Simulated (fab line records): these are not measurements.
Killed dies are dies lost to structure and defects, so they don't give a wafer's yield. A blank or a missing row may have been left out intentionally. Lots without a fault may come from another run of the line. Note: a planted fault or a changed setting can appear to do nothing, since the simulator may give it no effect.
Split-lot trial / flow sfq_line / 5 lots, 27 wafers read, on a route of 325 steps

THE SPLIT ITSELF
At SFQ_TRILAYER_A5C_DEP_PECVD_142 (deposits SiO2 from SiH4/N2O, time 15.556 s, target thk 70 nm), the setting time_s was moved away from the recipe's 15.556 s on 6 of the 27 wafers read, by -32.4% to +53.2%. The other wafers ran this setting at the recipe's value.

The split's own step is where the reading is taken.

THE READING
SiO2_of_TRILAYER_A5C_DEP_PECVD_142.thk_nm (the simulator's own value, which no gauge read), in nm, at SFQ_TRILAYER_A5C_DEP_PECVD_142 (deposits SiO2 from SiH4/N2O, time 15.556 s, target thk 70 nm). The file does not state a usual value for it. The 21 wafers here that ran the recipe average 69.80 nm, standard deviation 1 nm.

wafer=L075.1; tool, chamber at the split=pecvd-02, 0; time_s as run, s=15.556; against the recipe=recipe; SiO2_of_TRILAYER_A5C_DEP_PECVD_142.thk_nm, nm=69.36; against lot-mates on the recipe=-
wafer=L075.2; tool, chamber at the split=pecvd-02, 2; time_s as run, s=15.556; against the recipe=recipe; SiO2_of_TRILAYER_A5C_DEP_PECVD_142.thk_nm, nm=68.98; against lot-mates on the recipe=-
wafer=L075.3; tool, chamber at the split=pecvd-02, 1; time_s as run, s=15.556; against the recipe=recipe; SiO2_of_TRILAYER_A5C_DEP_PECVD_142.thk_nm, nm=70.98; against lot-mates on the recipe=-
wafer=L077.1; tool, chamber at the split=pecvd-03, 1; time_s as run, s=15.556; against the recipe=recipe; SiO2_of_TRILAYER_A5C_DEP_PECVD_142.thk_nm, nm=70.08; against lot-mates on the recipe=-
wafer=L077.2; tool, chamber at the split=pecvd-03, 2; time_s as run, s=15.556; against the recipe=recipe; SiO2_of_TRILAYER_A5C_DEP_PECVD_142.thk_nm, nm=69.37; against lot-mates on the recipe=-
wafer=L077.3; tool, chamber at the split=pecvd-03, 0; time_s as run, s=15.556; against the recipe=recipe; SiO2_of_TRILAYER_A5C_DEP_PECVD_142.thk_nm, nm=70.32; against lot-mates on the recipe=-
wafer=L077.4; tool, chamber at the split=pecvd-03, 0; time_s as run, s=15.556; against the recipe=recipe; SiO2_of_TRILAYER_A5C_DEP_PECVD_142.thk_nm, nm=71.06; against lot-mates on the recipe=-
wafer=L077.5; tool, chamber at the split=pecvd-03, 2; time_s as run, s=15.556; against the recipe=recipe; SiO2_of_TRILAYER_A5C_DEP_PECVD_142.thk_nm, nm=70.77; against lot-mates on the recipe=-
wafer=L077.6; tool, chamber at the split=pecvd-03, 1; time_s as run, s=15.556; against the recipe=recipe; SiO2_of_TRILAYER_A5C_DEP_PECVD_142.thk_nm, nm=71.42; against lot-mates on the recipe=-
wafer=L079.1; tool, chamber at the split=pecvd-02, 0; time_s as run, s=15.556; against the recipe=recipe; SiO2_of_TRILAYER_A5C_DEP_PECVD_142.thk_nm, nm=68.57; against lot-mates on the recipe=-
wafer=L079.2; tool, chamber at the split=pecvd-02, 2; time_s as run, s=15.556; against the recipe=recipe; SiO2_of_TRILAYER_A5C_DEP_PECVD_142.thk_nm, nm=67.77; against lot-mates on the recipe=-
wafer=L079.3; tool, chamber at the split=pecvd-02, 1; time_s as run, s=15.556; against the recipe=recipe; SiO2_of_TRILAYER_A5C_DEP_PECVD_142.thk_nm, nm=68.36; against lot-mates on the recipe=-
wafer=L079.4; tool, chamber at the split=pecvd-02, 1; time_s as run, s=15.556; against the recipe=recipe; SiO2_of_TRILAYER_A5C_DEP_PECVD_142.thk_nm, nm=70.44; against lot-mates on the recipe=-
wafer=L079.5; tool, chamber at the split=pecvd-02, 2; time_s as run, s=15.556; against the recipe=recipe; SiO2_of_TRILAYER_A5C_DEP_PECVD_142.thk_nm, nm=68.1; against lot-mates on the recipe=-
wafer=L079.6; tool, chamber at the split=pecvd-02, 0; time_s as run, s=15.556; against the recipe=recipe; SiO2_of_TRILAYER_A5C_DEP_PECVD_142.thk_nm, nm=69.08; against lot-mates on the recipe=-
wafer=L081.1; tool, chamber at the split=pecvd-03, 0; time_s as run, s=15.556; against the recipe=recipe; SiO2_of_TRILAYER_A5C_DEP_PECVD_142.thk_nm, nm=69.42; against lot-mates on the recipe=-
wafer=L081.2; tool, chamber at the split=pecvd-03, 1; time_s as run, s=23.83; against the recipe=+53.2%; SiO2_of_TRILAYER_A5C_DEP_PECVD_142.thk_nm, nm=106.4; against lot-mates on the recipe=+36.28
wafer=L081.3; tool, chamber at the split=pecvd-03, 2; time_s as run, s=23.83; against the recipe=+53.2%; SiO2_of_TRILAYER_A5C_DEP_PECVD_142.thk_nm, nm=105.5; against lot-mates on the recipe=+35.38
wafer=L081.4; tool, chamber at the split=pecvd-03, 2; time_s as run, s=15.556; against the recipe=recipe; SiO2_of_TRILAYER_A5C_DEP_PECVD_142.thk_nm, nm=69.79; against lot-mates on the recipe=-
wafer=L081.5; tool, chamber at the split=pecvd-03, 0; time_s as run, s=23.83; against the recipe=+53.2%; SiO2_of_TRILAYER_A5C_DEP_PECVD_142.thk_nm, nm=107.4; against lot-mates on the recipe=+37.28
wafer=L081.6; tool, chamber at the split=pecvd-03, 1; time_s as run, s=15.556; against the recipe=recipe; SiO2_of_TRILAYER_A5C_DEP_PECVD_142.thk_nm, nm=71.14; against lot-mates on the recipe=-
wafer=L082.1; tool, chamber at the split=pecvd-03, 1; time_s as run, s=15.556; against the recipe=recipe; SiO2_of_TRILAYER_A5C_DEP_PECVD_142.thk_nm, nm=70.14; against lot-mates on the recipe=-
wafer=L082.2; tool, chamber at the split=pecvd-03, 2; time_s as run, s=10.51; against the recipe=-32.4%; SiO2_of_TRILAYER_A5C_DEP_PECVD_142.thk_nm, nm=46.92; against lot-mates on the recipe=-23.32
wafer=L082.3; tool, chamber at the split=pecvd-03, 0; time_s as run, s=10.51; against the recipe=-32.4%; SiO2_of_TRILAYER_A5C_DEP_PECVD_142.thk_nm, nm=46.98; against lot-mates on the recipe=-23.26
wafer=L082.4; tool, chamber at the split=pecvd-03, 1; time_s as run, s=10.51; against the recipe=-32.4%; SiO2_of_TRILAYER_A5C_DEP_PECVD_142.thk_nm, nm=48.27; against lot-mates on the recipe=-21.97
wafer=L082.5; tool, chamber at the split=pecvd-03, 2; time_s as run, s=15.556; against the recipe=recipe; SiO2_of_TRILAYER_A5C_DEP_PECVD_142.thk_nm, nm=70.48; against lot-mates on the recipe=-
wafer=L082.6; tool, chamber at the split=pecvd-03, 0; time_s as run, s=15.556; against the recipe=recipe; SiO2_of_TRILAYER_A5C_DEP_PECVD_142.thk_nm, nm=70.11; against lot-mates on the recipe=-

THE FIT
A straight line over all 27 wafers: SiO2_of_TRILAYER_A5C_DEP_PECVD_142.thk_nm changes by +0.689 nm for each +1% of time_s; r = +1.00; the points scatter about the line by 1 nm.
The same after taking each lot's own level away (the mean of its wafers on the recipe; 27 wafers): +0.689 nm for each +1%; r = +1.00; scatter 0.78 nm.
According to that fit, moving time_s by its largest amount changes the reading by 37 nm.
The span of the lots' own levels, 68.720 to 70.503 nm, comes to 1.7 times the standard deviation stated above.
So the lot-to-lot level changes the slope little: the two slopes agree.
Check: for one of the wafers moved furthest among these (+53.2%), held out of the fit, the line's prediction against its lot-mates is +36.7 nm. Against them it came out at +36.3 nm.

ADDITIONAL SPLITS CARRIED BY THESE WAFERS
Other splits were also applied to these wafers ahead of the reading. Each is held against what the fit with the lots' levels taken away leaves over:
other split on the same wafers=SFQ_TRILAYER_JJ_TRILAYER_DEP_SPUTTER_109 time_s; wafers away from the commonest value=9; r with SiO2_of_TRILAYER_A5C_DEP_PECVD_142.thk_nm (lot level and that fit taken away)=+0.06
other split on the same wafers=SFQ_TRILAYER_R5_DEP_SPUTTER_132 time_s; wafers away from the commonest value=9; r with SiO2_of_TRILAYER_A5C_DEP_PECVD_142.thk_nm (lot level and that fit taken away)=-0.05

THE WHOLE CHAIN: every reading that the file lists as answering this split, in the file's order
step=SFQ_TRILAYER_A5C_DEP_PECVD_142; what it does=deposits SiO2 from SiH4/N2O, time 15.556 s, target thk 70 nm; reading=SiO2_of_TRILAYER_A5C_DEP_PECVD_142.thk_nm (the simulator's own value, which no gauge read); change (the file's fit)=+0.689 nm for each +1% of the setting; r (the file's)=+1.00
step=SFQ_TRILAYER_C5_ETCH_VIA_ETCH_154; what it does=etches SiO2 in CHF3, stops on Nb, target depth 84 nm; reading=oes_product_au; change (the file's fit)=not straight: 0.725 at the lowest setting, 0.891 at the recipe, 1.003 at the highest; r (the file's)=not given
step=SFQ_TRILAYER_C5_ETCH_VIA_ETCH_154; what it does=etches SiO2 in CHF3, stops on Nb, target depth 84 nm; reading=C5.feature_depth_nm (the simulator's own value, which no gauge read); change (the file's fit)=not straight: 47.39 at the lowest setting, 69.8 at the recipe, 84.33 at the highest; r (the file's)=not given

FILE'S OWN FIT
SiO2_of_TRILAYER_A5C_DEP_PECVD_142.thk_nm changes by +0.689 nm for each +1% of time_s, r = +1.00.
